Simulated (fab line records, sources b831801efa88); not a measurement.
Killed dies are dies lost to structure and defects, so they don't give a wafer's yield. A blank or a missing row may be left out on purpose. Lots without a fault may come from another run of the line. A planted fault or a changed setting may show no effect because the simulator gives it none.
fab line records | flow gf180mcu
record lots=14 wafers=42 last_day=34
route steps=602 shown SAB@273 V1@339 M2@362
lots that met no fault: from a run of the same line without faults
start_h: hours from the record's first day to the start of the lot's first wafer shown | wait_h: hours since the lot's step before | " the same as in the row above | L1.1+2: a row that stands for several wafers | - no value, or no start given | * or withheld: withheld | < > ~ a bound
route shown NAME@n: a module of which the file shows steps, and the number in the route of the first | usual: mean/standard deviation of fault-free wafers | same: alike in all rows | chamber/n: place in a boat | sites: the reading at each site | _std_site: their standard deviation | _edge_site: outer sites' mean less inner sites' | radius_mm: how far each site lies from the wafer's centre | mask NAME#n: copy n | behind: the tool/chamber that last shaped the wafer | hold: why the lot was held/for how many hours/how that ended | device: the transistor (n, p or np) that didn't switch | end of line: the same wafers' tests at the end of the route | a step without rows: its recipe alone | killed: dies lost to structure and defects at the first sort, not the wafer's yield | map: a wafer's dies, x killed, . not, _ none there
set.NAME: the setting as run; set.NAME@STEP: as run at that earlier step | model.NAME: the simulator's own value behind a step, which no gauge read
steps of the route over a sample of lots; a table a step, a row a wafer
services: from which hour (start_h, from the record's first day; less than 0 if before it) a tool's chamber was out of use, for how many hours, and why
## steps
# step GF_SAB_CD_MEAS_09
# recipe target_cd_nm=420
# usual cd_nm=420.0/2.1
# columns lot.wafer tool chamber start_h wait_h cd_nm
L574.1 cd_sem-02 - 337.44 0.1 423.2
L574.2 " - " " 424.2
L574.6 " - " " 424.5
L575.1 cd_sem-02 - 345.68 0.1 417.4
L575.2 " - " " 419.4
L575.4 " - " " 418.7
L576.2 cd_sem-02 - 351.35 0.1 418.8
L576.3 " - " " 418.5
L576.4 " - " " 419.3
L578.4 cd_sem-01 - 381.39 0.1 420.6
L578.5 " - " " 418.0
L578.6 " - " " 417.6
L579.1 cd_sem-02 - 387.59 0.1 420.7
L579.4 " - " " 420.1
L579.5 " - " " 418.0
L581.2 cd_sem-01 - 400.76 0.1 423.0
L581.3 " - " " 423.1
L581.4 " - " " 424.1
L582.1 cd_sem-01 - 411.34 0.1 420.7
L582.3 " - " " 418.4
L582.6 " - " " 419.7
L583.1 cd_sem-01 - 426.82 0.1 418.2
L583.4 " - " " 417.0
L583.5 " - " " 418.0
L584.2 cd_sem-02 - 437.16 0.1 421.2
L584.5 " - " " 420.9
L584.6 " - " " 421.7
L587.2 cd_sem-02 - 457.80 0.1 420.4
L587.3 " - " " 417.6
L587.4 " - " " 421.7
L590.2 cd_sem-02 - 480.09 0.1 419.9
L590.5 " - " " 420.0
L590.6 " - " " 418.3
L594.2 cd_sem-01 - 509.30 0.1 417.3
L594.5 " - " " 417.1
L594.6 " - " " 416.2
L595.1 cd_sem-02 - 518.74 0.1 419.7
L595.2 " - " " 421.3
L595.3 " - " " 420.4
L597.1 cd_sem-02 - 535.62 0.1 418.5
L597.4 " - " " 418.5
L597.6 " - " " 418.5
# step GF_V1_CMP_04
# recipe material=SiO2 down_force_psi=4 platen_rpm=60 pad_velocity_m_s=0.94248
# usual edge_zone_pressure_frac=1.000/0.005 head_pressure_psi=4.001/0.0078 motor_current_A=12.9/1.5 time_to_endpoint_s=82/7
# columns lot.wafer tool chamber start_h wait_h edge_zone_pressure_frac head_pressure_psi motor_current_A time_to_endpoint_s
L574.2 cmp-01 3 386.23 0.1 0.993 3.991 15.4 79
L574.1 " 1 " " 1.008 4.000 12.3 84
L574.6 " 3 " " 0.985 3.995 15.8 90
L575.4 cmp-01 3 394.67 0.0 1.006 4.009 17.0 88
L575.1 " 1 " " 1.002 3.994 11.7 82
L575.2 " 2 " " 1.004 3.999 11.7 77
L576.4 cmp-01 0 401.42 0.0 1.002 3.989 12.2 81
L576.3 " 2 " " 1.006 4.009 11.7 75
L576.2 " 3 " " 0.997 3.996 15.7 87
L578.4 cmp-02 2 432.74 0.1 1.003 4.000 14.4 83
L578.6 " 1 " " 0.998 4.002 11.3 85
L578.5 " 2 " " 0.998 4.010 13.1 83
L579.1 cmp-01 3 439.30 0.1 0.987 4.003 16.4 75
L579.4 " 0 " " 0.996 4.001 11.7 81
L579.5 " 1 " " 0.999 3.987 12.2 92
L581.4 cmp-01 1 453.83 0.1 1.000 4.000 11.6 95
L581.2 " 2 " " 1.004 3.989 11.5 74
L581.3 " 3 " " 0.997 4.002 16.4 89
L582.3 cmp-01 2 464.00 0.0 1.000 3.998 11.6 76
L582.1 " 3 " " 1.001 4.011 15.9 87
L582.6 " 3 " " 0.997 4.004 16.1 89
L583.1 cmp-02 0 480.29 0.1 0.992 4.007 12.9 75
L583.4 " 2 " " 1.002 4.002 13.8 76
L583.5 " 0 " " 1.002 4.024 11.8 78
L584.2 cmp-01 0 489.85 0.1 1.004 4.003 12.4 85
L584.5 " 2 " " 0.999 4.002 11.6 82
L584.6 " 3 " " 1.005 4.009 15.7 85
L587.3 cmp-02 0 510.26 0.0 1.004 4.005 11.9 78
L587.2 " 1 " " 1.005 4.003 11.9 75
L587.4 " 2 " " 1.001 3.997 14.7 79
L590.2 cmp-01 0 530.67 0.1 1.003 4.019 11.7 83
L590.6 " 0 " " 0.993 4.022 12.3 89
L590.5 " 1 " " 1.002 4.008 11.8 92
L594.2 cmp-02 1 558.76 0.2 - - - -
L594.6 " 2 " " - - - -
L594.5 " 3 " " - - - -
L595.3 cmp-02 2 568.03 0.0 - - - -
L595.1 " 3 " " - - - -
L595.2 " 0 " " - - - -
L597.4 cmp-01 3 583.93 0.1 0.999 4.012 15.5 88
L597.1 " 1 " " 0.992 4.000 12.1 80
L597.6 " 3 " " 0.995 4.011 16.9 87
# step GF_V1_ETCH_17
# recipe chemistry=C4F8/O2/Ar mask_material=KrF target=SiO2 stop_on=TiN source_w=1500 bias_w=1200 pressure_mtorr=40 c4f8_flow_sccm=withheld O2_flow_sccm=6 Ar_flow_sccm=300 time_s=withheld target_depth_a=6300
# usual oes_product_au=0.855/0.0047
# columns lot.wafer tool chamber start_h wait_h oes_product_au
L574.1 rie_diel-04 0 - - 0.853
L574.2 " 3 " " 0.866
L574.6 " 0 " " 0.865
L575.1 rie_diel-02 3 - - 0.849
L575.2 " 0 " " 0.850
L575.4 " 2 " " 0.851
L576.2 rie_diel-02 0 - - 0.848
L576.3 " 1 " " 0.850
L576.4 " 2 " " 0.851
L578.4 rie_diel-02 1 - - 0.864
L578.5 " 2 " " 0.861
L578.6 " 3 " " 0.857
L579.1 rie_diel-02 2 - - 0.859
L579.4 " 3 " " 0.857
L579.5 " 0 " " 0.845
L581.2 rie_diel-02 3 - - 0.854
L581.3 " 0 " " 0.861
L581.4 " 1 " " 0.855
L582.1 rie_diel-02 3 - - 0.857
L582.3 " 2 " " 0.850
L582.6 " 0 " " 0.851
L583.1 rie_diel-02 1 - - 0.848
L583.4 " 0 " " 0.854
L583.5 " 1 " " 0.860
L584.2 rie_diel-03 0 - - 0.856
L584.5 " 0 " " 0.849
L584.6 " 3 " " 0.857
L587.2 rie_diel-03 2 - - 0.858
L587.3 " 3 " " 0.851
L587.4 " 1 " " 0.859
L590.2 rie_diel-04 1 - - 0.859
L590.5 " 2 " " 0.856
L590.6 " 3 " " 0.854
L594.2 rie_diel-03 2 - - 1.634
L594.5 " 0 " " 1.609
L594.6 " 1 " " 1.623
L595.1 rie_diel-02 0 - - 1.606
L595.2 " 2 " " 1.646
L595.3 " 3 " " 1.634
L597.1 rie_diel-02 1 - - 0.856
L597.4 " 2 " " 0.858
L597.6 " 3 " " 0.857
# step GF_M2_SPUTTER_00
# recipe material=Ti target_thk_nm=37.5 arriving_ion_energy_ev=80 substrate_temp_c=200 chamber_pressure_pa=2 power_w=4000 time_s=150
# usual throttle_valve_pct=30.1/0.69
# columns lot.wafer tool chamber start_h wait_h throttle_valve_pct
L574.1 pvd_sputter-03 - 411.51 0.2 29.1
L574.2 " - " " 30.4
L574.6 " - " " 29.0
L575.1 pvd_sputter-04 - 419.62 0.2 31.1
L575.2 " - " " 30.8
L575.4 " - " " 32.0
L576.2 pvd_sputter-03 - 426.70 0.1 29.9
L576.3 " - " " 30.2
L576.4 " - " " 29.4
L578.4 pvd_sputter-03 - 458.96 0.2 30.0
L578.5 " - " " 29.4
L578.6 " - " " 29.1
L579.1 pvd_sputter-03 - 465.58 0.1 29.9
L579.4 " - " " 30.1
L579.5 " - " " 29.8
L581.2 pvd_sputter-03 - 480.00 0.2 30.2
L581.3 " - " " 29.5
L581.4 " - " " 29.0
L582.1 pvd_sputter-03 - 489.64 0.2 30.2
L582.3 " - " " 29.3
L582.6 " - " " 29.7
L583.1 pvd_sputter-01 - 505.73 0.2 30.1
L583.4 " - " " 29.8
L583.5 " - " " 30.2
L584.2 pvd_sputter-03 - 514.75 0.1 30.4
L584.5 " - " " 30.1
L584.6 " - " " 29.8
L587.2 pvd_sputter-04 - 534.93 0.2 31.0
L587.3 " - " " 31.1
L587.4 " - " " 31.9
L590.2 pvd_sputter-01 - 554.60 0.2 29.7
L590.5 " - " " 30.3
L590.6 " - " " 30.0
L597.1 pvd_sputter-03 - 607.12 0.2 30.1
L597.4 " - " " 29.7
L597.6 " - " " 30.2
# step GF_M2_SPUTTER_03
# recipe material=Ti target_thk_nm=10 substrate_temp_c=300 chamber_pressure_pa=0.3 power_w=3000 time_s=6.7
# usual throttle_valve_pct=30.1/0.71
# columns lot.wafer tool chamber start_h wait_h throttle_valve_pct
L574.1 pvd_sputter-03 - 411.67 0.0 29.3
L574.2 " - " " 30.7
L574.6 " - " " 29.2
L575.1 pvd_sputter-04 - 419.80 0.0 30.8
L575.2 " - " " 30.4
L575.4 " - " " 31.6
L576.2 pvd_sputter-03 - 426.86 0.0 29.3
L576.3 " - " " 29.9
L576.4 " - " " 29.9
L578.4 pvd_sputter-03 - 459.12 0.0 30.6
L578.5 " - " " 29.5
L578.6 " - " " 29.1
L579.1 pvd_sputter-03 - 465.74 0.0 29.6
L579.4 " - " " 30.0
L579.5 " - " " 29.2
L581.2 pvd_sputter-03 - 480.16 0.0 30.4
L581.3 " - " " 29.4
L581.4 " - " " 29.2
L582.1 pvd_sputter-03 - 489.80 0.0 30.1
L582.3 " - " " 29.9
L582.6 " - " " 29.5
L583.1 pvd_sputter-01 - 505.89 0.0 30.3
L583.4 " - " " 30.0
L583.5 " - " " 30.8
L584.2 pvd_sputter-03 - 514.91 0.0 30.3
L584.5 " - " " 30.4
L584.6 " - " " 29.5
L587.2 pvd_sputter-04 - 535.09 0.0 31.0
L587.3 " - " " 30.9
L587.4 " - " " 32.1
L590.2 pvd_sputter-01 - 554.76 0.0 29.5
L590.5 " - " " 30.3
L590.6 " - " " 30.0
L597.1 pvd_sputter-03 - 607.28 0.0 30.7
L597.4 " - " " 29.2
L597.6 " - " " 30.3
## services
# columns tool chamber start_h hours kind
cmp-02 - 383.58 1.2 repair
cmp-02 - 386.13 5.9 repair
rie_diel-03 3 391.27 6.6 repair
pvd_sputter-04 - 392.12 0.5 repair
cmp-02 - 401.12 10.9 pm
cmp-02 - 412.00 4.0 pm
rie_diel-03 2 423.50 3.1 repair
pvd_sputter-03 - 446.09 1.4 repair
cmp-02 - 447.90 11.6 repair
pvd_sputter-03 - 468.45 3.9 repair
rie_diel-02 1 498.52 2.5 repair
rie_diel-02 3 502.62 4.8 repair
pvd_sputter-01 - 526.01 9.5 repair
cmp-02 - 527.60 2.9 repair
cmp-02 - 529.61 3.0 repair
cmp-01 - 535.98 4.0 repair
cmp-01 - 540.07 2.2 repair
cmp-02 - 547.31 1.2 repair
cmp-01 - 548.49 3.3 pm
pvd_sputter-04 - 549.83 3.3 repair
cmp-02 - 568.69 3.3 repair
pvd_sputter-04 - 571.33 2.6 repair
cmp-01 - 577.85 4.0 pm
pvd_sputter-01 - 597.20 0.5 repair
## key
first_sign step=GF_V1_CMP_04 reading=tool_record direction=missing
effect step=GF_V1_ETCH_17 reading=oes_product_au direction=up sigmas=99+ usual=0.855 struck=1.625
met_at GF_V1_CMP_04
struck_lots L594,L595
later_rows_left_out L594.2,L594.5,L594.6,L595.1,L595.2,L595.3
sort_left_out L594.2,L594.5,L594.6,L595.1,L595.2,L595.3
not_acting_at GF_SAB_CD_MEAS_09,GF_M2_SPUTTER_00,GF_M2_SPUTTER_03
onset_between 510.26 558.76
fault kind=skipped_step_whole tool=cmp-02 chamber=- onset_h=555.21 steps=GF_V1_CMP_04 scope=struck_lots_only
# sort_left_out: the simulated sort isn't trusted on such a fault, so these wafers' sort isn't shown, and their yield isn't known
# later_rows_left_out: the simulator's readings of these wafers behind a module that went badly wrong aren't trusted and aren't shown, but for the sort
